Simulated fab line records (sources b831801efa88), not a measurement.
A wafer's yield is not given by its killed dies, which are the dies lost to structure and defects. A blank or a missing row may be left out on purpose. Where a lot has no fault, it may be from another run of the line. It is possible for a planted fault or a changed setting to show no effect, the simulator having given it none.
The tool behind it: which one? :: flow sky130 :: Sampling: 6 lots, 18 wafers, 3 of 708 route steps

WHAT EACH GAUGE READ, for each wafer
SKY_POLY_CUT_CD_MEAS_08: the cd target is 270 nm.
lot: L455
measured: day 25 12:44
on: cdSem-02
cdNm (nm): 270.9 270.5 271.1

lot: L459
measured: day 26 21:22
on: cdSem-01
cdNm (nm): 268.7 270.5 270.3

lot: L461
measured: day 28 02:22
on: cdSem-01
cdNm (nm): 269.5 270.1 270.6

lot: L463
measured: day 28 08:34
on: cdSem-01
cdNm (nm): 269.2 270.3 269.2

lot: L467
measured: day 29 19:25
on: cdSem-01
cdNm (nm): 271.5 272.9 271.9

lot: L472
measured: day 30 23:52
on: cdSem-01
cdNm (nm): 269.9 268.0 269.0

WHICH TOOL RAN EACH LOT (tool, then ch and the chambers of the sampled wafers, then the start)
lot: L455
SKY_LDD_P_IMPLANT_09: implanter-04 ch 0, day 20 07:34
SKY_LDD_HVP_STRIP_09: plasmaAsher-03 ch 0,1, day 22 22:35

lot: L459
SKY_LDD_P_IMPLANT_09: implanter-02 ch 0, day 21 16:15
SKY_LDD_HVP_STRIP_09: plasmaAsher-03 ch 0,1, day 24 06:00

lot: L461
SKY_LDD_P_IMPLANT_09: implanter-04 ch 0, day 22 21:41
SKY_LDD_HVP_STRIP_09: plasmaAsher-01 ch 0,1, day 25 10:56

lot: L463
SKY_LDD_P_IMPLANT_09: implanter-04 ch 0, day 23 07:09
SKY_LDD_HVP_STRIP_09: plasmaAsher-02 ch 0,1, day 25 20:06

lot: L467
SKY_LDD_P_IMPLANT_09: implanter-01 ch 0, day 24 18:06
SKY_LDD_HVP_STRIP_09: plasmaAsher-01 ch 0,1, day 27 07:06

lot: L472
SKY_LDD_P_IMPLANT_09: implanter-01 ch 0, day 26 01:15
SKY_LDD_HVP_STRIP_09: plasmaAsher-02 ch 0,1, day 28 12:23
- SKY_LDD_P_IMPLANT_09
- SKY_LDD_HVP_STRIP_09: strips in O2/N2.

THE ANSWER, worked out from the rows above alone
Rule: what is usual is taken from the lots themselves. Put in order of their means at a reading, lots are off if they are a third of the lots or fewer, leave a main group of 4 or more, and stand apart from it by a gap of 3 or more times the standard deviation of the main group's means; of several such gaps the widest counts. The tables above print the reading to a certain number of digits; a main group whose means all agree to those digits is not used. A lot without any number at a reading at which 4 lots or more have one is off too. Where the step has rows for the other lots, those lots are counted as sound.
Nothing can be told from this: no lot is off at any reading shown.

WHAT THE SIMULATOR PUT IN
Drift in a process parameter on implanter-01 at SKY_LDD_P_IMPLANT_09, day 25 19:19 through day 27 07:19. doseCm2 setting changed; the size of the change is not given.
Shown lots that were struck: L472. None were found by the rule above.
